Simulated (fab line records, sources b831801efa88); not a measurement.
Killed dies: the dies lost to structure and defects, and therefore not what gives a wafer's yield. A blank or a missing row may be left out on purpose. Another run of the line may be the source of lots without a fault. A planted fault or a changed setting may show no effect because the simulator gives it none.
fab line records | flow gf180mcu
record: lots: 5 | wafers: 15 | last-day: 33
route steps=602 shown HV_LDD@218
lots that met no fault: from a run of the same line without faults
start-h: start of the lot's first displayed wafer, in hours after the record's first day | wait-h: hours since the lot's step before | " identical to the entry in the row above | L1.1+2: a single row standing in for several wafers | - no value, or no start given | * or withheld: withheld | < > ~ a bound
route shown NAME@n: a module of which the file shows steps, and the number in the route of the first | usual: mean and standard deviation over wafers with no fault | same: alike in all rows | chamber/n: place in a boat | sites: the reading at each site | _std_site: the standard deviation of these | _edge_site: inner sites' mean taken away from outer sites' mean | radius-mm: for every site, how far away it sits from the centre of the wafer | mask NAME#n: copy n | behind: the tool/chamber that last shaped the wafer | hold: the reason the lot was held/the length of the hold in hours/how it ended | device: transistor that didn't switch, given as n, p or np | end of line: tests run on the same wafers once the route is complete | step lacking rows: just its recipe | killed: dies that structure and defects cost at the first sort, which is not the same as the wafer's yield | map: a wafer's dies, x killed, . not, _ none there
set.NAME: the run value of the setting; set.NAME@STEP: its run value at that earlier step | model.NAME: the simulator's own value behind a step, which no gauge read
a table for each step, a row for each wafer; lots at some steps of the route
services: the hour from which a tool's chamber was out of use, counted from the record's first day as start-h (under 0 if before that day), plus the number of hours and why
== steps ==
step: GF_HV_LDD_SOFTBAKE_42
recipe: temp-c: 90 | time-s: 60 | resist: NOVOLAK
lot.wafer  | tool           | chamber | start-h | wait-h
L076.3+5+6 | litho-track-02 | 0       | 275.03  | 0.1
L082.3+4+5 | litho-track-04 | 0       | 328.84  | 0.1
L089.1+2+5 | litho-track-01 | 0       | 393.14  | 0.1
L090.3+5+6 | litho-track-04 | 0       | 402.74  | 0.1
L092.1+5+6 | litho-track-02 | 0       | 413.63  | 0.1
step: GF_HV_LDD_EXPOSE_43
recipe: mask-id: Pplus_HV_AREA | target-cd-nm: 400 | na: 0.6 | source-shape: conventional | sigma-outer: 0.6 | dose-mj: 140
usual: exposure-dose-mJ-cm2: 140.00/0.13
lot.wafer | tool             | chamber | start-h | wait-h | mask            | exposure-dose-mJ-cm2
L076.3    | iline-stepper-02 | 0       | -       | -      | Pplus_HV_AREA#0 | 139.95
L076.5    | "                | 0       | "       | "      | Pplus_HV_AREA#0 | 140.06
L076.6    | "                | 0       | "       | "      | Pplus_HV_AREA#0 | 140.20
L082.3    | iline-stepper-01 | 0       | -       | -      | Pplus_HV_AREA#0 | 140.07
L082.4    | "                | 0       | "       | "      | Pplus_HV_AREA#0 | 140.01
L082.5    | "                | 0       | "       | "      | Pplus_HV_AREA#0 | 139.99
L089.1    | iline-stepper-02 | 0       | -       | -      | Pplus_HV_AREA#0 | 140.03
L089.2    | "                | 0       | "       | "      | Pplus_HV_AREA#0 | 139.88
L089.5    | "                | 0       | "       | "      | Pplus_HV_AREA#0 | 139.91
L090.3    | iline-stepper-01 | 0       | -       | -      | Pplus_HV_AREA#0 | 140.35
L090.5    | "                | 0       | "       | "      | Pplus_HV_AREA#0 | 140.09
L090.6    | "                | 0       | "       | "      | Pplus_HV_AREA#0 | 140.01
L092.1    | iline-stepper-02 | 0       | -       | -      | Pplus_HV_AREA#0 | 140.07
L092.5    | "                | 0       | "       | "      | Pplus_HV_AREA#0 | 139.95
L092.6    | "                | 0       | "       | "      | Pplus_HV_AREA#0 | 140.10
step: GF_HV_LDD_PEB_44
recipe: temp-c: withheld | time-s: * | resist: NOVOLAK
lot.wafer  | tool           | chamber | start-h | wait-h
L076.3+5+6 | litho-track-04 | 0       | -       | -
L082.3+4+5 | litho-track-02 | 0       | -       | -
L089.1+2+5 | litho-track-01 | 0       | -       | -
L090.3+5+6 | litho-track-01 | 0       | -       | -
L092.1+5+6 | litho-track-02 | 0       | -       | -
step: GF_HV_LDD_DEVELOP_45
recipe: develop-time-s: 60 | dev-temp-c: 23
same: develop-time-s: 60
lot.wafer  | tool           | chamber | start-h | wait-h
L076.3+5+6 | litho-track-04 | 0       | 284.84  | 0.1
L082.3+4+5 | litho-track-02 | 0       | 339.68  | 0.1
L089.1+2+5 | litho-track-01 | 0       | 404.84  | 0.1
L090.3+5+6 | litho-track-01 | 0       | 414.19  | 0.1
L092.1+5+6 | litho-track-02 | 0       | 425.03  | 0.1
step: GF_HV_LDD_CD_MEAS_46
recipe: target-cd-nm: 400
usual: cd-nm: 399.7/2.3
lot.wafer | tool      | chamber | start-h | wait-h | cd-nm
L076.3    | cd-sem-02 | -       | 284.98  | 0.1    | 397.7
L076.5    | "         | -       | "       | "      | 398.5
L076.6    | "         | -       | "       | "      | 399.3
L082.3    | cd-sem-01 | -       | 339.82  | 0.1    | 395.1
L082.4    | "         | -       | "       | "      | 397.1
L082.5    | "         | -       | "       | "      | 397.0
L089.1    | cd-sem-01 | -       | 404.99  | 0.1    | 401.2
L089.2    | "         | -       | "       | "      | 401.3
L089.5    | "         | -       | "       | "      | 399.1
L090.3    | cd-sem-01 | -       | 414.33  | 0.1    | 399.5
L090.5    | "         | -       | "       | "      | 396.3
L090.6    | "         | -       | "       | "      | 396.3
L092.1    | cd-sem-01 | -       | 425.18  | 0.1    | 400.7
L092.5    | "         | -       | "       | "      | 400.1
L092.6    | "         | -       | "       | "      | 402.4
step: GF_HV_LDD_OVL_MEAS_47
usual: HV_LDD_03_OVL: 0.1/1.5
lot.wafer | tool       | chamber | start-h | wait-h | HV_LDD_03_OVL[nm]
L076.3    | overlay-02 | -       | 285.08  | 0.1    | 4.2
L076.5    | "          | -       | "       | "      | 1.5
L076.6    | "          | -       | "       | "      | 1.5
L082.3    | overlay-02 | -       | 339.91  | 0.1    | 0.5
L082.4    | "          | -       | "       | "      | -0.1
L082.5    | "          | -       | "       | "      | 1.2
L089.1    | overlay-02 | -       | 405.11  | 0.1    | -0.4
L089.2    | "          | -       | "       | "      | 0.4
L089.5    | "          | -       | "       | "      | 0.2
L090.3    | overlay-02 | -       | 414.42  | 0.1    | -0.8
L090.5    | "          | -       | "       | "      | -1.7
L090.6    | "          | -       | "       | "      | 0.0
L092.1    | overlay-02 | -       | 425.30  | 0.1    | 0.4
L092.5    | "          | -       | "       | "      | 0.8
L092.6    | "          | -       | "       | "      | -0.7
step: GF_HV_LDD_IMPLANT_48
recipe: species: B | energy-kev: 25 | dose-cm2: 3e+13 | tilt-deg: 7
usual: beam-energy-keV: 25.000/0.0082
lot.wafer | tool         | chamber | start-h | wait-h | beam-energy-keV
L076.3    | implanter-04 | 0       | 285.15  | 0.1    | 25.000
L076.5    | "            | 0       | "       | "      | 25.001
L076.6    | "            | 0       | "       | "      | 25.006
L082.3    | implanter-02 | 0       | 339.99  | 0.1    | 25.010
L082.4    | "            | 0       | "       | "      | 24.999
L082.5    | "            | 0       | "       | "      | 24.987
L089.1    | implanter-02 | 0       | 405.14  | 0.0    | 24.986
L089.2    | "            | 0       | "       | "      | 24.985
L089.5    | "            | 0       | "       | "      | 24.996
L090.3    | implanter-04 | 0       | 414.49  | 0.1    | 24.999
L090.5    | "            | 0       | "       | "      | 24.987
L090.6    | "            | 0       | "       | "      | 24.995
L092.1    | implanter-04 | 0       | 425.33  | 0.0    | 25.010
L092.5    | "            | 0       | "       | "      | 25.009
L092.6    | "            | 0       | "       | "      | 25.007
step: GF_HV_LDD_STRIP_49
recipe: chemistry: O2/N2 | power-w: 1400 | pressure-mtorr: 1500 | platen-temp-c: 250 | o2-flow-sccm: 3000 | n2-flow-sccm: 300 | overash-fraction: 0.5
usual: drypump-motor-current-A: 6.0/0.3 | heater-power-w: 325/27 | n2-flow-sccm: 299.8/0.97 | oes-product-au: 0.716/0.0054 | strip-time-to-endpoint-s: 12.63/0.033
same: overash-fraction: 0.5
lot.wafer | tool            | chamber | start-h | wait-h | drypump-motor-current-A | heater-power-w | n2-flow-sccm | oes-product-au | rf-hours-counter-h | strip-time-to-endpoint-s
L076.3    | plasma-asher-03 | 0       | 285.28  | 0.1    | 6.1                     | 329            | 300.5        | 0.722          | -                  | 12.63
L076.5    | "               | 1       | "       | "      | 6.4                     | 287            | 299.9        | 0.719          | -                  | 12.64
L076.6    | "               | 0       | "       | "      | 6.1                     | 338            | 298.9        | 0.715          | -                  | 12.61
L082.3    | plasma-asher-04 | 0       | 340.12  | 0.1    | 5.5                     | 301            | 300.9        | 0.714          | -                  | 12.60
L082.4    | "               | 1       | "       | "      | 6.2                     | 335            | 299.2        | 0.712          | -                  | 12.63
L082.5    | "               | 1       | "       | "      | 6.2                     | 340            | 300.2        | 0.711          | -                  | 12.59
L089.1    | plasma-asher-03 | 0       | 405.29  | 0.1    | 6.2                     | 327            | 299.4        | 0.717          | 66                 | 12.66
L089.2    | "               | 1       | "       | "      | 6.4                     | 279            | 300.7        | 0.717          | 66                 | 12.67
L089.5    | "               | 0       | "       | "      | 6.1                     | 328            | 297.8        | 0.718          | -                  | 12.67
L090.3    | plasma-asher-01 | 1       | 414.63  | 0.1    | 5.9                     | 318            | 300.1        | 0.726          | -                  | 12.65
L090.5    | "               | 0       | "       | "      | 5.8                     | 361            | 300.3        | 0.713          | -                  | 12.66
L090.6    | "               | 1       | "       | "      | 6.0                     | 317            | 300.3        | 0.720          | -                  | 12.65
L092.1    | plasma-asher-03 | 1       | 425.48  | 0.1    | 6.4                     | 280            | 300.2        | 0.715          | 69                 | 12.63
L092.5    | "               | 0       | "       | "      | 6.2                     | 329            | 300.2        | 0.715          | -                  | 12.61
L092.6    | "               | 1       | "       | "      | 6.4                     | 282            | 299.8        | 0.716          | -                  | 12.66
== services ==
tool             | chamber | start-h | hours | kind
iline-stepper-01 | -       | 286.28  | 0.7   | repair
plasma-asher-03  | -       | 299.19  | 10.8  | repair
plasma-asher-04  | -       | 313.24  | 2.5   | repair
implanter-02     | -       | 331.15  | 1.1   | repair
iline-stepper-02 | -       | 343.11  | 1.7   | pm
iline-stepper-02 | -       | 388.27  | 4.3   | pm
iline-stepper-01 | -       | 393.63  | 1.7   | pm
plasma-asher-04  | -       | 406.47  | 3.2   | repair
plasma-asher-01  | -       | 418.51  | 2.8   | pm
plasma-asher-04  | -       | 421.25  | 9.0   | pm
plasma-asher-04  | 0       | 421.25  | 9.0   | vent-cycle
plasma-asher-04  | 1       | 421.25  | 9.0   | vent-cycle
iline-stepper-01 | -       | 423.89  | 4.4   | pm
implanter-02     | -       | 424.91  | 2.7   | repair
== key ==
fault none
